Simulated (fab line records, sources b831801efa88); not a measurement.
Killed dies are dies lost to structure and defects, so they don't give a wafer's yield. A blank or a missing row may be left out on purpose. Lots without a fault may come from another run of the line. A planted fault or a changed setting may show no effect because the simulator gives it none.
A struck lot beside a sound one | flow sky130 | 38 steps out of a route of 708
Sound: wafers L965.3, L965.4, L965.6. Struck: wafers L974.2, L974.3, L974.4. The cause comes at the end.
At each step with rows: each side's tool, then ch and its chambers, then its first start. Under that, the readings that differ: sound wafers | struck wafers | difference of the means | sigmas: that difference in standard deviations of wafers without a fault.
alike: readings whose means differ by less than 2 such deviations, and words and numbers that are the same on both sides. not compared: withheld readings, readings that some wafer has no value for, bounds like >300 that may hide the same value, and numbers for which the record gives no deviation and whose values overlap.
The two part at a step that has a row with sigmas, a row that says differs or no value, or rows on one side only. Numbers that don't overlap but have no deviation are shown without sigmas and don't part them. A reading that every wafer of one side lacks parts them only if that side has two wafers or more.

first, 9 steps without rows for these wafers: SKY_VIA3_SPUTTER_20 (material TiN, target thk 20 nm, time 80 s); SKY_VIA3_CVD_21 (deposits W, target thk 390 nm, time 117.31 s); SKY_VIA3_CMP_24 (polishes, stops on SiO2, t overpolish 20 s, target thk 0 nm); SKY_METAL4_SPUTTER_00 (material Ti, target thk 15 nm, time 10 s); SKY_METAL4_SPUTTER_01 (material TiN, target thk 20 nm, time 16.7 s); SKY_METAL4_SPUTTER_02 (material AlCu, target thk 735 nm, time 39.1 s); SKY_METAL4_SPUTTER_03 (material Ti, target thk 5 nm, time 3.3 s); SKY_METAL4_SPUTTER_04 (material TiN, target thk 70 nm, time 58.3 s); SKY_CAP2M_CVD_00 (deposits SiO2, target thk 15.5 nm).
SKY_CAP2M_SPUTTER_02: material TiN, target thk 200 nm, time 166.7 s.
  sound on pvd_sputter-03, day 39 15:56; struck on pvd_sputter-03, day 42 14:58
  reading                                   | sound           | struck            | difference | sigmas
  model.TiN_of_CAP2M_SPUTTER_02.thk_nm (nm) | 199.9 201 201.9 | 192.7 189.5 191.7 | -9.6       |
  alike: throttle_valve_pct
SKY_CAP2M_RS_MEAS_03: measures by four-point-probe.
  sound on film_metro-03, day 39 16:05; struck on film_metro-01, day 42 15:06
  reading               | sound          | struck         | difference | sigmas
  CAP2M_TIN_RS (ohm/sq) | 6.92 6.89 6.85 | 7.20 7.30 7.23 | +0.36      | +5
SKY_CAP2M_THK_MEAS_04: measures by xrf.
  sound on film_metro-03, day 39 16:11; struck on film_metro-01, day 42 15:13
  reading            | sound             | struck            | difference | sigmas
  CAP2M_TIN_THK (nm) | 201.0 202.2 203.2 | 193.4 191.1 193.0 | -9.6       | -5
then, 7 steps without rows for these wafers: SKY_CAP2M_DEHYDRATE_05 (time 60 s); SKY_CAP2M_HMDS_06 (prime time 60 s); SKY_CAP2M_COAT_07 (resist thk 1140 nm); SKY_CAP2M_SOFTBAKE_08 (time 60 s); SKY_CAP2M_EXPOSE_09 (exposes mask CAP2M, target cd 1000 nm); SKY_CAP2M_PEB_10; SKY_CAP2M_DEVELOP_11 (develop time 60 s).
SKY_CAP2M_METAL_ETCH_13: etches TiN in Cl2/BCl3, stops on SiO2, target depth 220 nm, time 62.9 s.
  sound on rie_metal-04 ch 0,1, day 40 16:12; struck on rie_metal-04 ch 0,1, day 43 13:53
  reading                           | sound                | struck               | difference | sigmas
  oes_product_au (a.u.)             | 0.940 0.944 0.940    | 0.918 0.912 0.912    | -0.027     | -4
  throttle_valve_pct (%)            | 21.899 21.889 21.897 | 21.917 21.917 21.908 | +0.019     | +2
  model.etch.depth_nm (nm)          | 199.9 201 201.9      | 192.7 189.5 191.7    | -9.6       |
  model.CAP2M.feature_depth_nm (nm) | 199.9 201 201.9      | 192.7 189.5 191.7    | -9.6       |
  alike: drypump_motor_current_A, he_backside_leak_sccm
  not compared: rf_hours_counter_h
then, 16 steps without rows for these wafers: SKY_CAP2M_STRIP_14 (strips in O2/N2); SKY_CAP2M_STRIP_15 (strips in post etch residue remover, time 1200 s); SKY_CAP2M_CLEAN_16 (cleans in IPA, time 180 s); SKY_CAP2M_CLEAN_17 (cleans in O3/DIW); SKY_METAL4_DEHYDRATE_05 (time 60 s); SKY_METAL4_HMDS_06 (prime time 60 s); SKY_METAL4_COAT_07 (resist thk 60 nm); SKY_METAL4_COAT_08 (resist thk 1140 nm); SKY_METAL4_SOFTBAKE_09 (time 90 s); SKY_METAL4_EXPOSE_10 (exposes mask MM4, target cd 300 nm); SKY_METAL4_PEB_11; SKY_METAL4_DEVELOP_12 (develop time 60 s); SKY_METAL4_DESCUM_15 (chemistry O2, time 8 s); SKY_METAL4_ETCH_16 (etches BARC in N2/H2, stops on SiO2, time 88.2 s, target depth 60 nm); SKY_METAL4_ETCH_17 (etches SiO2 in C4F8/O2/Ar, stops on TiN, time 3.9 s, target depth 15 nm); SKY_METAL4_METAL_ETCH_18 (etches the open film in Cl2/BCl3, stops on SiO2, target depth 845 nm, time 183.1 s).
SKY_METAL4_STRIP_20: strips in post etch residue remover, time 1200 s.
  sound on wet_bench-01 ch 1, day 41 13:53; struck on wet_bench-01 ch 3, day 44 13:07
  reading                                   | sound             | struck            | difference | sigmas
  model.TiN_of_CAP2M_SPUTTER_02.thk_nm (nm) | 199.1 200.1 201.1 | 191.9 188.7 190.9 | -9.6       |
-- the record jumps here: 4 days lie between the struck wafers' starts before and after (it left off in module METAL4 and takes up again in module PAD_OPEN, whose first step shown is number 708 of the route) --
SKY_PAD_OPEN_PROBE_99:
  sound on prober-02, day 45 14:01; struck on prober-02, day 48 07:31
  reading                           | sound             | struck            | difference | sigmas
  killed_at_contacts                | 21 21 17          | 30 36 32          | +13        | +2
  model.etest.cap_mim2.plate_ohm_sq | 5.961 5.966 5.913 | 6.255 6.357 6.285 | +0.352     |
  alike: defect_limited_yield, killed_at_M0_to_M3, killed_at_M4_up, killed_at_front_end, killed_at_other, killed_dies, killed_open, killed_short, sort_bin_3_pad_short, sort_bin_5_function, sort_bin_6_memory, sort_n_pass, sort_yield_pct

WHERE THEY PART
First at SKY_CAP2M_RS_MEAS_03; last, within this record, at SKY_PAD_OPEN_PROBE_99.

WHY: what the simulator had put in
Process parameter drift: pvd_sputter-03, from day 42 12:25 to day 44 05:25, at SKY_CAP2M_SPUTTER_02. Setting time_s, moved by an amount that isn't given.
